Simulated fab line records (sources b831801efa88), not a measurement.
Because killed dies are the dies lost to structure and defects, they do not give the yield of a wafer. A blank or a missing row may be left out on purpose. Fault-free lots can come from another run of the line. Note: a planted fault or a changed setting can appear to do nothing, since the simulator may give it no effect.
The tool behind it: which one? || flow sfq-line || 14 lots, 42 wafers sampled, at 1 step of a route of 325

## WHAT THE GAUGES READ, wafer by wafer
The record holds no reading of a measuring or inspecting step that can be judged against a usual standard deviation.

## EACH LOT AND THE TOOL THAT RAN IT (in order: tool; ch and the chambers of the sampled wafers; start)
{"lot": "L666", "SFQ_TRILAYER_I5_BARC_OPEN_VIA_ETCH_200": "rie-diel-01 ch 0,1,2, day 57 20:29"}
{"lot": "L668", "SFQ_TRILAYER_I5_BARC_OPEN_VIA_ETCH_200": "rie-diel-03 ch 0,1,2, day 58 06:44"}
{"lot": "L669", "SFQ_TRILAYER_I5_BARC_OPEN_VIA_ETCH_200": "rie-diel-03 ch 1,2,3, day 58 11:32"}
{"lot": "L670", "SFQ_TRILAYER_I5_BARC_OPEN_VIA_ETCH_200": "rie-diel-03 ch 0,1,2, day 59 03:08"}
{"lot": "L671", "SFQ_TRILAYER_I5_BARC_OPEN_VIA_ETCH_200": "rie-diel-01 ch 1,2,3, day 59 06:44"}
{"lot": "L674", "SFQ_TRILAYER_I5_BARC_OPEN_VIA_ETCH_200": "rie-diel-01 ch 0,2,3, day 65 11:34"}
{"lot": "L677", "SFQ_TRILAYER_I5_BARC_OPEN_VIA_ETCH_200": "rie-diel-03 ch 0,1,3, day 66 23:34"}
{"lot": "L679", "SFQ_TRILAYER_I5_BARC_OPEN_VIA_ETCH_200": "rie-diel-03 ch 0,3, day 67 14:05"}
{"lot": "L681", "SFQ_TRILAYER_I5_BARC_OPEN_VIA_ETCH_200": "rie-diel-04 ch 0,1,3, day 68 02:05"}
{"lot": "L682", "SFQ_TRILAYER_I5_BARC_OPEN_VIA_ETCH_200": "rie-diel-01 ch 0,1,2, day 68 09:17"}
{"lot": "L683", "SFQ_TRILAYER_I5_BARC_OPEN_VIA_ETCH_200": "rie-diel-04 ch 0,1,2, day 68 12:53"}
{"lot": "L686", "SFQ_TRILAYER_I5_BARC_OPEN_VIA_ETCH_200": "rie-diel-04 ch 0,1,2, day 69 06:53"}
{"lot": "L687", "SFQ_TRILAYER_I5_BARC_OPEN_VIA_ETCH_200": "rie-diel-04 ch 1,3, day 69 10:29"}
{"lot": "L689", "SFQ_TRILAYER_I5_BARC_OPEN_VIA_ETCH_200": "rie-diel-04 ch 0,1,3, day 69 14:05"}
- SFQ_TRILAYER_I5_BARC_OPEN_VIA_ETCH_200: etches BARC in O2, target depth 125 nm, time 41.7 s.

## WHAT THE TOOLS THEMSELVES READ (means of the sampled wafers that have a number; where no wafer has one, the mark that the record gives instead)
SFQ_TRILAYER_I5_BARC_OPEN_VIA_ETCH_200.
{"lot": "L666", "tool": "rie-diel-01", "drypump-motor-current-A (A)": 5.71, "oes-product-au (a.u.)": 0.685, "rf-fwd-power-W (W)": 494.3}
{"lot": "L668", "tool": "rie-diel-03", "drypump-motor-current-A (A)": 5.92, "oes-product-au (a.u.)": 0.686, "rf-fwd-power-W (W)": 494.9}
{"lot": "L669", "tool": "rie-diel-03", "drypump-motor-current-A (A)": 5.97, "oes-product-au (a.u.)": 0.684, "rf-fwd-power-W (W)": 495.7}
{"lot": "L670", "tool": "rie-diel-03", "drypump-motor-current-A (A)": 5.92, "oes-product-au (a.u.)": 0.688, "rf-fwd-power-W (W)": 494.5}
{"lot": "L671", "tool": "rie-diel-01", "drypump-motor-current-A (A)": 5.59, "oes-product-au (a.u.)": 0.684, "rf-fwd-power-W (W)": 491.2}
{"lot": "L674", "tool": "rie-diel-01", "drypump-motor-current-A (A)": 5.75, "oes-product-au (a.u.)": 0.681, "rf-fwd-power-W (W)": 492.3}
{"lot": "L677", "tool": "rie-diel-03", "drypump-motor-current-A (A)": 5.88, "oes-product-au (a.u.)": 0.682, "rf-fwd-power-W (W)": 574.7}
{"lot": "L679", "tool": "rie-diel-03", "drypump-motor-current-A (A)": 6.00, "oes-product-au (a.u.)": 0.682, "rf-fwd-power-W (W)": 577.1}
{"lot": "L681", "tool": "rie-diel-04", "drypump-motor-current-A (A)": 5.84, "oes-product-au (a.u.)": 0.683, "rf-fwd-power-W (W)": 500.2}
{"lot": "L682", "tool": "rie-diel-01", "drypump-motor-current-A (A)": 5.71, "oes-product-au (a.u.)": 0.686, "rf-fwd-power-W (W)": 494.1}
{"lot": "L683", "tool": "rie-diel-04", "drypump-motor-current-A (A)": 5.85, "oes-product-au (a.u.)": 0.683, "rf-fwd-power-W (W)": 497.1}
{"lot": "L686", "tool": "rie-diel-04", "drypump-motor-current-A (A)": 5.85, "oes-product-au (a.u.)": 0.682, "rf-fwd-power-W (W)": 496.8}
{"lot": "L687", "tool": "rie-diel-04", "drypump-motor-current-A (A)": 5.99, "oes-product-au (a.u.)": 0.684, "rf-fwd-power-W (W)": 495.3}
{"lot": "L689", "tool": "rie-diel-04", "drypump-motor-current-A (A)": 5.86, "oes-product-au (a.u.)": 0.685, "rf-fwd-power-W (W)": 498.9}

## THE ANSWER, worked out from the rows above alone
Rule: the usual values come from the lots themselves. The widest of any qualifying gaps counts: lots, ordered by their means at a reading, are off when they make up no more than a third of the lots, leave a main group of 4 or more, and stand apart from it by 3 or more times the standard deviation of that group's means. Not used: any main group whose means are identical at the precision the tables above print for the reading. A lot without any number at a reading at which 4 lots or more have one is off too. Where the step has rows for the other lots, those lots are counted as sound. Order of review: gauges by route order, followed by the tools' own readings, for which a lot's mean as printed above is used. The first step at which some lot is off is used, and at that step the reading that is off furthest; a lot without a number counts as furthest.
Off: L677, L679 (SFQ_TRILAYER_I5_BARC_OPEN_VIA_ETCH_200, rf-fwd-power-W). The main group: mean 495.4 W, standard deviation 2.4.
If a tool, at that step or one of the process steps before it, ran each lot that is off and ran no sound lot following the first of them, it fits. One fits: rie-diel-03 at SFQ_TRILAYER_I5_BARC_OPEN_VIA_ETCH_200. Its last sound lot is L670 (day 59 03:08), its first lot that is off L677 (day 66 23:34): a fault that began between those two fits.
The tool's own readings at SFQ_TRILAYER_I5_BARC_OPEN_VIA_ETCH_200 bear it out: on the lots that are off they differ by more than 5 times the standard deviation of the sound lots' means. rf-fwd-power-W reads 575.9 W there against 495.4 W on the sound lots.

## WHAT THE SIMULATOR HAD INSERTED
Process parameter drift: rie-diel-03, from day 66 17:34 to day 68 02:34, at SFQ_TRILAYER_I5_BARC_OPEN_VIA_ETCH_200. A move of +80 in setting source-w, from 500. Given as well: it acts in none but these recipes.
Shown lots that were struck: L677, L679. The rule above found the same.
